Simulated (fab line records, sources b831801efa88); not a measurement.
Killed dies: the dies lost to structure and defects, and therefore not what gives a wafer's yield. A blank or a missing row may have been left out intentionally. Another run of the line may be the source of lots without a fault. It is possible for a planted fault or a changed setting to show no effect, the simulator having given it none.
A struck lot beside a sound one / flow sfqLine / 14 out of 325 route steps
Sound: wafers L573.2, L573.5, L573.6. The struck wafers were L579.1, L579.5, L579.6. The cause is named last.
At each step with rows: each side's tool, then ch and its chambers, then its first start. Under that, the readings that differ: sound wafers / struck wafers / difference of the means / sigmas: that difference in standard deviations of wafers without a fault.
alike: a reading whose means differ by less than 2 such deviations, as well as words and numbers matching on both sides. not compared: withheld readings; readings where some wafer has no value; bounds like >300 that might hide an equal value; numbers whose values overlap and for which the record gives no deviation.
Wherever a step has rows on one side only, a row that says differs or no value, or a row with sigmas, the two part there. Numbers that have no deviation but don't overlap get no sigmas and don't part them. A reading that every wafer of one side lacks parts them only if that side has two wafers or more.

first, 6 steps without rows for these wafers: SFQ_TRILAYER_M4_LITHO_COAT_098 (resist thk 62 nm); SFQ_TRILAYER_M4_LITHO_COAT_093 (resist thk 600 nm); SFQ_TRILAYER_M4_LITHO_SOFTBAKE_097; SFQ_TRILAYER_M4_LITHO_EXPOSE_094 (exposes mask M4, target cd 500 nm); SFQ_TRILAYER_M4_LITHO_PEB_096 (peb time 60 s); SFQ_TRILAYER_M4_LITHO_DEVELOP_095 (time 60 s).
SFQ_M4_OVL_MEAS_926:
  struck on overlay-02, day 51 10:53; sound on overlay-02, day 49 21:30
  alike: M4_OVL
SFQ_TRILAYER_M4_BARC_OPEN_METAL_ETCH_123: etches BARC in O2, target depth 125 nm, time 41.7 s.
  sound on rieMetal-02 ch 0,1, day 49 21:32; struck on rieMetal-03 ch 0,1, day 51 10:55
  alike: drypumpMotorCurrentA, oesProductAu
  not compared: rfHoursCounterH
SFQ_TRILAYER_M4_ETCH_METAL_ETCH_096: etches Nb in Cl2/Ar, stops on SiO2, target depth 240 nm, time 120 s.
  sound on rieMetal-02 ch 0,1, day 49 21:35; struck on rieMetal-03 ch 0,1, day 51 10:59
  alike: drypumpMotorCurrentA, oesProductAu
  not compared: rfHoursCounterH
SFQ_TRILAYER_M4_STRIP_STRIP_097: strips in O2.
  sound on rieMetal-02 ch 0,1, day 49 21:43; struck on rieMetal-03 ch 0,1, day 51 11:06
  alike: drypumpMotorCurrentA, oesProductAu
  not compared: rfHoursCounterH
then, 1 step without rows for these wafers: SFQ_TRILAYER_M4_STRIP_SOLV_CLEAN_098 (cleans in NMP, time 600 s).
SFQ_TRILAYER_I4_DEP_PECVD_099: deposits SiO2 from SiH4/N2O, time 111.11 s, target thk 500 nm.
  sound on pecvd-03 ch 0,2, day 49 22:29; struck on pecvd-03 ch 1,2, day 51 11:53
reading=rfFwdPowerW (W); sound=182.5 182.5 182.5; struck=211.4 211.1 212.2; difference=+29.1; sigmas=+48
reading=model.SiO2_of_TRILAYER_I4_DEP_PECVD_099.thkNm (nm); sound=498.1 505.3 496; struck=521 530.3 533; difference=+28; sigmas=
  alike: heaterPowerW, throttleValvePct
SFQ_TRILAYER_I4_CMP_CMP_100: polishes SiO2.
  sound on cmp-01 ch 0,3, day 49 23:04; struck on cmp-02 ch 0,1,2, day 51 12:57
reading=timeToEndpointS (s); sound=223 237 209; struck=241 258 259; difference=+30; sigmas=+3
  alike: motorCurrentA
SFQ_I4_BOW_MEAS_927:
  struck on filmMetro-04, day 51 14:57; sound on filmMetro-04, day 50 01:35
  alike: I4_BOW

== WHERE THEY PART ==
Earliest at SFQ_TRILAYER_I4_DEP_PECVD_099; latest, in this record, at SFQ_TRILAYER_I4_CMP_CMP_100. Later steps at which nothing parts them and some readings are alike: SFQ_I4_BOW_MEAS_927.

WHY: the cause the simulator had injected
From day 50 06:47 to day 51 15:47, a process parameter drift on pecvd-03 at SFQ_TRILAYER_I4_DEP_PECVD_099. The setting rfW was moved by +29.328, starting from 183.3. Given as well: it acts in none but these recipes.
